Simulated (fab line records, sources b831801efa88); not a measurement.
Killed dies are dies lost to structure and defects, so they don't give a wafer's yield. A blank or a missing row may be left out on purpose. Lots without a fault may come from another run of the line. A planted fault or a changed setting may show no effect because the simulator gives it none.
Which tool did it? | flow gf180mcu | 6 lots, 18 wafers sampled, at 4 steps of a route of 602

WHAT THE GAUGES READ, wafer by wafer
GF_V5_THK_MEAS_01.
lot  | measured     | on            | V5_CVD_00_THK (nm)
L119 | day 27 14:46 | film_metro-04 | 300 297 301
L120 | day 28 08:44 | film_metro-03 | 301 297 300
L123 | day 29 04:39 | film_metro-04 | 302 296 298
L126 | day 29 23:11 | film_metro-03 | 302 300 303
L135 | day 32 04:37 | film_metro-03 | 262 259 260
L138 | day 32 18:23 | film_metro-02 | 300 301 304

WHICH TOOL RAN EACH LOT (tool, then ch and the chambers of the sampled wafers, then the start)
lot  | GF_MIM_METAL_ETCH_19              | GF_M5_ETCH_09                      | GF_V5_CVD_00
L119 | rie_metal-02 ch 0,1, day 26 17:51 | rie_diel-02 ch 1,2,3, day 27 14:04 | hdpcvd-02 ch 0,1,2, day 27 14:43
L120 | rie_metal-02 ch 0,1, day 27 11:18 | rie_diel-02 ch 0,1,3, day 28 08:01 | hdpcvd-01 ch 0,1, day 28 08:40
L123 | rie_metal-01 ch 0,1, day 28 08:09 | rie_diel-02 ch 0,2,3, day 29 03:55 | hdpcvd-01 ch 0,1,2, day 29 04:36
L126 | rie_metal-02 ch 0,1, day 29 03:41 | rie_diel-01 ch 0,1,3, day 29 22:28 | hdpcvd-01 ch 0,1, day 29 23:07
L135 | rie_metal-02 ch 1, day 31 09:51   | rie_diel-01 ch 0,1,2, day 32 03:54 | hdpcvd-01 ch 0,1,2, day 32 04:34
L138 | rie_metal-03 ch 0,1, day 32 00:31 | rie_diel-02 ch 0,2, day 32 17:39   | hdpcvd-02 ch 0,1, day 32 18:20
- GF_MIM_METAL_ETCH_19: etches the open film in Cl2/BCl3, stops on Si3N4, target depth 324.5 nm, time 54.1 s.
- GF_M5_ETCH_09: etches Si3N4 in CF4/O2, target depth 52 nm, time 11.6 s.
- GF_V5_CVD_00: deposits SiO2, target thk 300 nm, time 50 s.

THE ANSWER, worked out from the rows above alone
Rule: what is usual is taken from the lots themselves. Put in order of their means at a reading, lots are off if they are a third of the lots or fewer, leave a main group of 4 or more, and stand apart from it by a gap of 3 or more times the standard deviation of the main group's means; of several such gaps the widest counts. A main group whose means are all the same, to the digits that the tables above print for the reading, isn't used. A lot without any number at a reading at which 4 lots or more have one is off too. The other lots that the step has rows for count as sound.
Off: L135, at GF_V5_THK_MEAS_01 (V5_CVD_00_THK). The main group: mean 300 nm, standard deviation 1.3.
A tool fits if, at a process step before that reading, it ran every lot that is off, and no sound lot after the first of them. The gauges at GF_V5_THK_MEAS_01 are tried like those tools. Can't be told from this: 4 tools fit, rie_metal-02 at GF_MIM_METAL_ETCH_19, rie_diel-01 at GF_M5_ETCH_09, hdpcvd-01 at GF_V5_CVD_00, film_metro-03 at GF_V5_THK_MEAS_01.

WHAT THE SIMULATOR HAD PUT IN
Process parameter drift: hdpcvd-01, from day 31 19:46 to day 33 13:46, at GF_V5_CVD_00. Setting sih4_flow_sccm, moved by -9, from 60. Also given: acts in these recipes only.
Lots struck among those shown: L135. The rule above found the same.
